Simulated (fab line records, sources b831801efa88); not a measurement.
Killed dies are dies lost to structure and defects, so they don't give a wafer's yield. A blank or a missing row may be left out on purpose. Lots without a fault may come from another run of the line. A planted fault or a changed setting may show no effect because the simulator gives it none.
One fault seen from 2 desks | flow sky130 | each desk has only its own numbers; what lay behind them comes last

THE METROLOGY DESK
What the gauges read, lot by lot, whatever tool the lot ran on: means of the sampled wafers that have a number. A lot is out of limits, marked OUT, if its mean lies more than 4 standard deviations from the usual mean; the brackets give that distance.
Columns: A = POLY_GATE_OVL at SKY_POLY_GATE_OVL_MEAS_14, usual -2 nm; B = cd_nm at SKY_SD_N_CD_MEAS_07, usual 379.6 nm
lot  | first seen here | A             | B
L305 | day 18 08:28    | -5            | 375.4
L303 | day 18 13:01    | -3            | 382.7
L304 | day 18 19:22    | -4            | 381.8
L307 | day 19 06:05    | 5             | 381.2
L308 | day 19 10:11    | 21 (+4.7) OUT | 380.1
L309 | day 19 22:53    | 31 (+6.9) OUT | 375.7
L312 | day 20 21:34    | 32 (+7.2) OUT | 380.1
L313 | day 21 06:22    | 2             | 383.7
L315 | day 21 21:28    | -2            | 380.2
L320 | day 23 18:49    | 3             | 379.9
L321 | day 24 07:56    | 1             | 379.0
L322 | day 24 09:14    | 2             | 375.4
This desk's finding: out of limits on L308, L309, L312; first on L308, day 19 10:11 (POLY_GATE_OVL at SKY_POLY_GATE_OVL_MEAS_14). In limits: L305, L303, L304, L307, L313, L315, L320, L321, L322.

THE TOOL OWNER'S DESK: krf_scanner-01
The tool's own readings at SKY_POLY_GATE_EXPOSE_10 (exposes mask P1M, target cd 150 nm): means of the sampled wafers that have a number, for each lot that ran on this tool. A lot is out of limits, marked OUT, if its mean lies more than 4 standard deviations from the usual mean; the brackets give that distance.
Columns: A = focus_offset_nm at SKY_POLY_GATE_EXPOSE_10, usual 0.1 nm
lot  | first seen here | A
L305 | day 17 17:20    | -0.1
L303 | day 17 22:13    | 0.1
L304 | day 18 04:18    | 0.3
L307 | day 18 15:32    | 0.2
L308 | day 18 19:14    | -0.3
L309 | day 19 07:56    | 0.3
L312 | day 20 06:55    | 0.1
This desk's finding: nothing out of limits on any of the 7 lots.

PUT TOGETHER
The metrology desk could have raised an alarm at day 19 10:11, on L308, L309, L312.
The tool owner's desk saw nothing out of limits.
The tool owner's desk has L308, L309, L312 on record, within its limits.
Of the lots named, all ran SKY_POLY_GATE_EXPOSE_10 on krf_scanner-01.

WHAT THE SIMULATOR HAD PUT IN
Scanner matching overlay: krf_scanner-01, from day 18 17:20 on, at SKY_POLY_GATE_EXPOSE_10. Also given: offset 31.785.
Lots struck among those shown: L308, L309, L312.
Hours from the fault's start to each desk's first reading out of limits: the metrology desk, 17.
